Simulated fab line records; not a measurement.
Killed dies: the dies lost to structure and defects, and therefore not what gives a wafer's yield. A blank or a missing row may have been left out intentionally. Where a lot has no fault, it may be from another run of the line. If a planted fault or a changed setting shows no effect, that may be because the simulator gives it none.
Comparing a struck lot with a sound one | flow gf180mcu | 17 out of 602 route steps
Sound: wafers L216.1, L216.3, L216.6. Struck: wafer L226.1; the same lot's L226.5 was not struck, so it is left out; see the end for the cause.
Per side, at each step with rows, come the tool, then ch with its chambers, and then its first start. Under that, the readings that differ: sound wafers | struck wafers | difference of the means | sigmas: that difference in standard deviations of wafers without a fault.
alike: words and numbers the same on both sides, and readings whose means are apart by under 2 such deviations; not compared: readings that were withheld, readings missing a value for some wafer, numbers with overlapping values and no deviation given by the record, and bounds like >300 which may hide the same value.
The two part at a step that has a row with sigmas, a row that says differs or no value, or rows on one side only. Numbers that have no deviation but don't overlap get no sigmas and don't part them. A reading missing from all wafers of one side parts the sides only when that side holds two or more wafers.

first, 4 steps without rows for these wafers: GF_M2_SOFTBAKE_10 (time 60 s); GF_M2_EXPOSE_11 (exposes mask Metal2, target cd 280 nm); GF_M2_PEB_12 (peb time 90 s); GF_M2_DEVELOP_13 (develop time 60 s).
GF_M2_CD_MEAS_14: target cd 280 nm.
  sound: cd-sem-02 at day 19 03:55; struck: cd-sem-01 at day 23 06:25
  alike: cd-nm
GF_M2_OVL_MEAS_15:
  sound: overlay-01 at day 19 04:02; struck: overlay-02 at day 23 06:32
  alike: M2_OVL
GF_M2_METAL_ETCH_16: etches the open film in Cl2/BCl3, stops on SiO2, target depth 750.8 nm, time 125.1 s.
  sound on rie-metal-04 ch 1, day 19 04:04; struck on rie-metal-02 ch 0, day 23 06:34
  reading               | sound             | struck | difference | sigmas
  bcl3-flow-sccm (sccm) | 39.92 39.83 39.83 | 40.11  | +0.25      | +2
  alike: drypump-motor-current-A, oes-product-au, throttle-valve-pct
  not compared: rf-hours-counter-h
GF_M2_STRIP_17: strips in O2/N2.
  sound on plasma-asher-02 ch 0,1, day 19 04:11; struck on plasma-asher-04 ch 1, day 23 06:41
  reading                      | sound          | struck | difference | sigmas
  strip-time-to-endpoint-s (s) | 7.34 7.32 7.30 | 7.46   | +0.14      | +3
  alike: drypump-motor-current-A, heater-power-w, oes-product-au
  not compared: rf-hours-counter-h
then, 3 steps without rows for these wafers: GF_M2_STRIP_18 (strips in post etch residue remover, time 1200 s); GF_M2_CLEAN_19 (cleans in DIW); GF_V2_CVD_00 (deposits SiO2, target thk 600 nm, time 100 s).
GF_V2_THK_MEAS_01:
  sound: film-metro-01 at day 19 04:53; struck: film-metro-03 at day 23 07:20
  alike: V2_CVD_00_THK
GF_V2_CVD_02: deposits SiO2 from TEOS, target thk 850 nm, time 94.851 s.
  sound on pecvd-02 ch 0,1,2, day 19 04:57; struck on pecvd-03 ch 0, day 23 07:23
  reading                             | sound             | struck | difference | sigmas
  model.SiO2_of_V2_CVD_02.thk-nm (nm) | 832.3 851.7 855.7 | 1140   | +293       |
  alike: heater-power-w
GF_V2_THK_MEAS_03:
  sound: film-metro-04 at day 19 05:01; struck: film-metro-04 at day 23 07:28
  reading            | sound       | struck | difference | sigmas
  V2_CVD_02_THK (nm) | 832 852 856 | 1141   | +294       | +27
GF_V2_CMP_04: polishes SiO2.
  sound on cmp-01 ch 0,1, day 19 05:05; struck on cmp-01 ch 3, day 23 07:45
  reading                | sound          | struck | difference | sigmas
  motor-current-A (A)    | 14.0 10.9 14.1 | 9.9    | -3.1       | -2
  time-to-endpoint-s (s) | 73 82 79       | 189    | +111       | +21
  alike: retaining-ring-pressure-frac
GF_V2_BOW_MEAS_05:
  sound: film-metro-03 at day 19 05:23; struck: film-metro-01 at day 23 08:00
  alike: V2_BOW
then, 1 step without rows for these wafers: GF_PASSIVATION_PROBE_99.

== WHERE THEY PART ==
At GF_M2_METAL_ETCH_16 first; at GF_V2_CMP_04 last (within this record only). Later steps at which nothing parts them and some readings are alike: GF_V2_BOW_MEAS_05.

WHY: the cause the simulator had injected
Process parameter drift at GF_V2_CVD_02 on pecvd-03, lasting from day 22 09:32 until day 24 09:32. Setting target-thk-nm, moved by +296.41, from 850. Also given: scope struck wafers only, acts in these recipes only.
